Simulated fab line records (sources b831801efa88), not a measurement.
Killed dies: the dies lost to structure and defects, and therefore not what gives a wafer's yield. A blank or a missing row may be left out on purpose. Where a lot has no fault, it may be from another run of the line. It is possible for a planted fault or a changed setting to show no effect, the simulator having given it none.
Which tool was responsible?	flow sky130	9 lots with 27 wafers sampled at 4 steps, on a route of 708 steps

## WHAT EACH GAUGE READ, for each wafer
SKY_SD_N_RS_MEAS_16: uses a four-point probe to measure.
lot	measured	on	SD_N_RS (ohm/sq)
L289	day 29 06:53	filmMetro-03	68.61 68.55 68.58
L290	day 29 06:20	filmMetro-02	68.44 68.41 68.40
L291	day 29 18:25	filmMetro-04	68.40 68.36 68.35
L292	day 29 21:20	filmMetro-02	68.53 68.54 68.49
L302	day 33 03:58	filmMetro-04	68.55 68.56 68.46
L304	day 33 13:49	filmMetro-04	68.36 68.33 68.58
L305	day 33 17:53	filmMetro-04	68.39 68.38 68.39
L307	day 34 09:58	filmMetro-02	68.54 68.46 68.48
L308	day 34 20:18	filmMetro-04	68.45 68.50 68.49

## WHAT TOOL EACH LOT RAN ON (gives the tool, then ch and the chambers of the sampled wafers, and finally the start)
lot	SKY_FIELD_ISO_ETCH_17	SKY_POLY_GATE_ETCH_16	SKY_SD_N_RTA_14
L289	rieSi-02 ch 0,1,3, day 2 05:52	rieDiel-01 ch 0,1,3, day 17 12:34	rtpAnneal-02 ch 0, day 29 06:43
L290	rieSi-02 ch 2,3, day 2 10:34	rieDiel-03 ch 0,2,3, day 17 11:26	rtpAnneal-01 ch 0, day 29 06:10
L291	rieSi-02 ch 0,1,3, day 2 16:43	rieDiel-01 ch 0,1,2, day 18 02:02	rtpAnneal-01 ch 0, day 29 18:14
L292	rieSi-01 ch 0,1,3, day 2 20:56	rieDiel-03 ch 1,2,3, day 18 02:14	rtpAnneal-02 ch 0, day 29 21:08
L302	rieSi-02 ch 0,1,2, day 5 00:58	rieDiel-04 ch 0,1,3, day 21 21:47	rtpAnneal-02 ch 0, day 33 03:47
L304	rieSi-01 ch 0,1,3, day 5 10:16	rieDiel-01 ch 1,2,3, day 22 09:55	rtpAnneal-02 ch 0, day 33 13:38
L305	rieSi-01 ch 0,1,2, day 5 16:52	rieDiel-04 ch 0,2,3, day 22 13:20	rtpAnneal-01 ch 0, day 33 17:43
L307	rieSi-01 ch 1,2,3, day 6 03:37	rieDiel-03 ch 2,3, day 23 08:35	rtpAnneal-01 ch 0, day 34 09:48
L308	rieSi-01 ch 2,3, day 6 09:13	rieDiel-03 ch 0,2, day 23 17:14	rtpAnneal-02 ch 0, day 34 20:07
- SKY_FIELD_ISO_ETCH_17: etches Si in HBr/Cl2/O2, target depth 342 nm, time 97.7 s.
- SKY_POLY_GATE_ETCH_16: etches Si3N4 in CH3F/O2, stops on poly-Si, time 147.5 s, target depth 75 nm.
- SKY_SD_N_RTA_14: time 2 s.

## THE ANSWER, worked out from the rows above alone
Rule: the lots themselves supply what counts as usual. Put in order of their means at a reading, lots are off if they are a third of the lots or fewer, leave a main group of 4 or more, and stand apart from it by a gap of 3 or more times the standard deviation of the main group's means; of several such gaps the widest counts. Not used: any main group whose means are identical at the precision the tables above print for the reading. Also off: a lot with no number at a reading for which 4 or more lots have one. Any other lot the step has rows for is counted as sound.
No lot is off at any reading shown: from this, nothing can be told.

## WHAT THE SIMULATOR HAD PUT IN
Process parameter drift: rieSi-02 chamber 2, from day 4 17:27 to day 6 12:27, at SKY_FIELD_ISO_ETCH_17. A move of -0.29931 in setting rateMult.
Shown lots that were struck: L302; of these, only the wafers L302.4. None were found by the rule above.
